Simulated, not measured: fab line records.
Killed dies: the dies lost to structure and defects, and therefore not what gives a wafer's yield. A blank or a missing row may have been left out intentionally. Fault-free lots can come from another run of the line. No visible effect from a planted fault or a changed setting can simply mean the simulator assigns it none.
Split-lot experiment || flow sfq-line || on a route of 325 steps: 5 lots, 23 wafers read

== THE SPLIT ITSELF ==
At SFQ_TRILAYER_M5_LITHO_COAT_123 (resist thk 600 nm), the setting spin-rpm was moved away from the recipe's 3000 rpm on 10 of the 23 wafers read, by -2.2% to +6.6%. All remaining wafers had this setting at the recipe value.

The split's own step is where the reading is taken.

== THE READING ==
KrF_of_TRILAYER_M5_LITHO_COAT_123.thk-nm (the simulator's own value, which no gauge read), in nm, at SFQ_TRILAYER_M5_LITHO_COAT_123 (resist thk 600 nm). There is no usual value for it anywhere in the file. Across the 13 wafers here that went through the recipe, the average is 600.0 nm and the standard deviation 2.3 nm.

{"wafer": "L074.1", "tool, chamber at the split": "litho-track-02, 0", "spin-rpm as run, rpm": 3000, "against the recipe": "recipe", "KrF_of_TRILAYER_M5_LITHO_COAT_123.thk-nm, nm": 599, "against lot-mates on the recipe": "-"}
{"wafer": "L074.3", "tool, chamber at the split": "litho-track-02, 0", "spin-rpm as run, rpm": 3000, "against the recipe": "recipe", "KrF_of_TRILAYER_M5_LITHO_COAT_123.thk-nm, nm": 601.1, "against lot-mates on the recipe": "-"}
{"wafer": "L074.6", "tool, chamber at the split": "litho-track-02, 0", "spin-rpm as run, rpm": 3000, "against the recipe": "recipe", "KrF_of_TRILAYER_M5_LITHO_COAT_123.thk-nm, nm": 601.8, "against lot-mates on the recipe": "-"}
{"wafer": "L075.2", "tool, chamber at the split": "litho-track-03, 0", "spin-rpm as run, rpm": 3000, "against the recipe": "recipe", "KrF_of_TRILAYER_M5_LITHO_COAT_123.thk-nm, nm": 599.6, "against lot-mates on the recipe": "-"}
{"wafer": "L075.3", "tool, chamber at the split": "litho-track-03, 0", "spin-rpm as run, rpm": 3198, "against the recipe": "+6.6%", "KrF_of_TRILAYER_M5_LITHO_COAT_123.thk-nm, nm": 579.2, "against lot-mates on the recipe": -18.8}
{"wafer": "L075.4", "tool, chamber at the split": "litho-track-03, 0", "spin-rpm as run, rpm": 3000, "against the recipe": "recipe", "KrF_of_TRILAYER_M5_LITHO_COAT_123.thk-nm, nm": 597.3, "against lot-mates on the recipe": "-"}
{"wafer": "L075.5", "tool, chamber at the split": "litho-track-03, 0", "spin-rpm as run, rpm": 3198, "against the recipe": "+6.6%", "KrF_of_TRILAYER_M5_LITHO_COAT_123.thk-nm, nm": 580.9, "against lot-mates on the recipe": -17.1}
{"wafer": "L075.6", "tool, chamber at the split": "litho-track-03, 0", "spin-rpm as run, rpm": 3000, "against the recipe": "recipe", "KrF_of_TRILAYER_M5_LITHO_COAT_123.thk-nm, nm": 597, "against lot-mates on the recipe": "-"}
{"wafer": "L079.1", "tool, chamber at the split": "litho-track-04, 0", "spin-rpm as run, rpm": 3000, "against the recipe": "recipe", "KrF_of_TRILAYER_M5_LITHO_COAT_123.thk-nm, nm": 602.5, "against lot-mates on the recipe": "-"}
{"wafer": "L079.3", "tool, chamber at the split": "litho-track-04, 0", "spin-rpm as run, rpm": 3110, "against the recipe": "+3.7%", "KrF_of_TRILAYER_M5_LITHO_COAT_123.thk-nm, nm": 590.4, "against lot-mates on the recipe": -12.4}
{"wafer": "L079.4", "tool, chamber at the split": "litho-track-04, 0", "spin-rpm as run, rpm": 3000, "against the recipe": "recipe", "KrF_of_TRILAYER_M5_LITHO_COAT_123.thk-nm, nm": 603.9, "against lot-mates on the recipe": "-"}
{"wafer": "L079.5", "tool, chamber at the split": "litho-track-04, 0", "spin-rpm as run, rpm": 3000, "against the recipe": "recipe", "KrF_of_TRILAYER_M5_LITHO_COAT_123.thk-nm, nm": 601.9, "against lot-mates on the recipe": "-"}
{"wafer": "L079.6", "tool, chamber at the split": "litho-track-04, 0", "spin-rpm as run, rpm": 3110, "against the recipe": "+3.7%", "KrF_of_TRILAYER_M5_LITHO_COAT_123.thk-nm, nm": 591.8, "against lot-mates on the recipe": -11.0}
{"wafer": "L083.1", "tool, chamber at the split": "litho-track-04, 0", "spin-rpm as run, rpm": 3164, "against the recipe": "+5.5%", "KrF_of_TRILAYER_M5_LITHO_COAT_123.thk-nm, nm": 586.3, "against lot-mates on the recipe": -14.8}
{"wafer": "L083.3", "tool, chamber at the split": "litho-track-04, 0", "spin-rpm as run, rpm": 3164, "against the recipe": "+5.5%", "KrF_of_TRILAYER_M5_LITHO_COAT_123.thk-nm, nm": 586.3, "against lot-mates on the recipe": -14.8}
{"wafer": "L083.2", "tool, chamber at the split": "litho-track-04, 0", "spin-rpm as run, rpm": 3000, "against the recipe": "recipe", "KrF_of_TRILAYER_M5_LITHO_COAT_123.thk-nm, nm": 601.5, "against lot-mates on the recipe": "-"}
{"wafer": "L083.4", "tool, chamber at the split": "litho-track-04, 0", "spin-rpm as run, rpm": 3000, "against the recipe": "recipe", "KrF_of_TRILAYER_M5_LITHO_COAT_123.thk-nm, nm": 600.6, "against lot-mates on the recipe": "-"}
{"wafer": "L083.6", "tool, chamber at the split": "litho-track-04, 0", "spin-rpm as run, rpm": 3164, "against the recipe": "+5.5%", "KrF_of_TRILAYER_M5_LITHO_COAT_123.thk-nm, nm": 584.6, "against lot-mates on the recipe": -16.4}
{"wafer": "L084.1", "tool, chamber at the split": "litho-track-03, 0", "spin-rpm as run, rpm": 2935, "against the recipe": "-2.2%", "KrF_of_TRILAYER_M5_LITHO_COAT_123.thk-nm, nm": 603.2, "against lot-mates on the recipe": "+6.2"}
{"wafer": "L084.2", "tool, chamber at the split": "litho-track-03, 0", "spin-rpm as run, rpm": 2935, "against the recipe": "-2.2%", "KrF_of_TRILAYER_M5_LITHO_COAT_123.thk-nm, nm": 605.2, "against lot-mates on the recipe": "+8.2"}
{"wafer": "L084.3", "tool, chamber at the split": "litho-track-03, 0", "spin-rpm as run, rpm": 3000, "against the recipe": "recipe", "KrF_of_TRILAYER_M5_LITHO_COAT_123.thk-nm, nm": 597.3, "against lot-mates on the recipe": "-"}
{"wafer": "L084.4", "tool, chamber at the split": "litho-track-03, 0", "spin-rpm as run, rpm": 2935, "against the recipe": "-2.2%", "KrF_of_TRILAYER_M5_LITHO_COAT_123.thk-nm, nm": 604.6, "against lot-mates on the recipe": "+7.6"}
{"wafer": "L084.5", "tool, chamber at the split": "litho-track-03, 0", "spin-rpm as run, rpm": 3000, "against the recipe": "recipe", "KrF_of_TRILAYER_M5_LITHO_COAT_123.thk-nm, nm": 596.6, "against lot-mates on the recipe": "-"}

THE FIT
A straight line over all 23 wafers: KrF_of_TRILAYER_M5_LITHO_COAT_123.thk-nm changes by -2.68 nm for each +1% of spin-rpm; r = -0.97; the points scatter about the line by 2.1 nm.
The same after taking each lot's own level away (the mean of its wafers on the recipe; 23 wafers): -2.88 nm for each +1%; r = -0.99; scatter 1.1 nm.
On that fit, the largest move of spin-rpm shifts the reading by 19 nm.
Measured against the standard deviation above, the lots' own levels, which go from 596.95 to 602.77 nm, span 2.5 times it.
The two slopes are in agreement: the lot-to-lot level therefore moves the slope only a little.
Check: with one of the wafers moved furthest among these (+6.6%) left out of the fit, the line predicts -18.8 nm for it against its lot-mates. Against them it came out at -18.8 nm.

== ADDITIONAL SPLITS CARRIED BY THESE WAFERS ==
Before the reading, these wafers also passed through other splits. Each is held against what the fit with the lots' levels taken away leaves over:
{"other split on the same wafers": "SFQ_TRILAYER_M3_LITHO_COAT_075 resist-thk-nm", "wafers away from the commonest value": 7, "r with KrF_of_TRILAYER_M5_LITHO_COAT_123.thk-nm (lot level and that fit taken away)": "+0.20"}
{"other split on the same wafers": "SFQ_TRILAYER_I3_DEP_PECVD_081 time-s", "wafers away from the commonest value": 10, "r with KrF_of_TRILAYER_M5_LITHO_COAT_123.thk-nm (lot level and that fit taken away)": -0.13}
{"other split on the same wafers": "SFQ_TRILAYER_I3_VIA_LITHO_COAT_090 spin-rpm", "wafers away from the commonest value": 5, "r with KrF_of_TRILAYER_M5_LITHO_COAT_123.thk-nm (lot level and that fit taken away)": "+0.18"}
{"other split on the same wafers": "SFQ_TRILAYER_M4_DEP_SPUTTER_091 time-s", "wafers away from the commonest value": 9, "r with KrF_of_TRILAYER_M5_LITHO_COAT_123.thk-nm (lot level and that fit taken away)": -0.01}
{"other split on the same wafers": "SFQ_TRILAYER_M4_LITHO_COAT_093 resist-thk-nm", "wafers away from the commonest value": 7, "r with KrF_of_TRILAYER_M5_LITHO_COAT_123.thk-nm (lot level and that fit taken away)": -0.09}
{"other split on the same wafers": "SFQ_TRILAYER_M4_BARC_OPEN_METAL_ETCH_123 bias-w", "wafers away from the commonest value": 9, "r with KrF_of_TRILAYER_M5_LITHO_COAT_123.thk-nm (lot level and that fit taken away)": -0.04}
{"other split on the same wafers": "SFQ_TRILAYER_JJ_TRILAYER_DEP_SPUTTER_112 power-w", "wafers away from the commonest value": 10, "r with KrF_of_TRILAYER_M5_LITHO_COAT_123.thk-nm (lot level and that fit taken away)": "+0.21"}
{"other split on the same wafers": "SFQ_TRILAYER_M5_LITHO_COAT_128 resist-thk-nm", "wafers away from the commonest value": 10, "r with KrF_of_TRILAYER_M5_LITHO_COAT_123.thk-nm (lot level and that fit taken away)": "+0.07"}

== FILE'S OWN FIT ==
KrF_of_TRILAYER_M5_LITHO_COAT_123.thk-nm changes by -2.85 nm for each +1% of spin-rpm, r = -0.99.
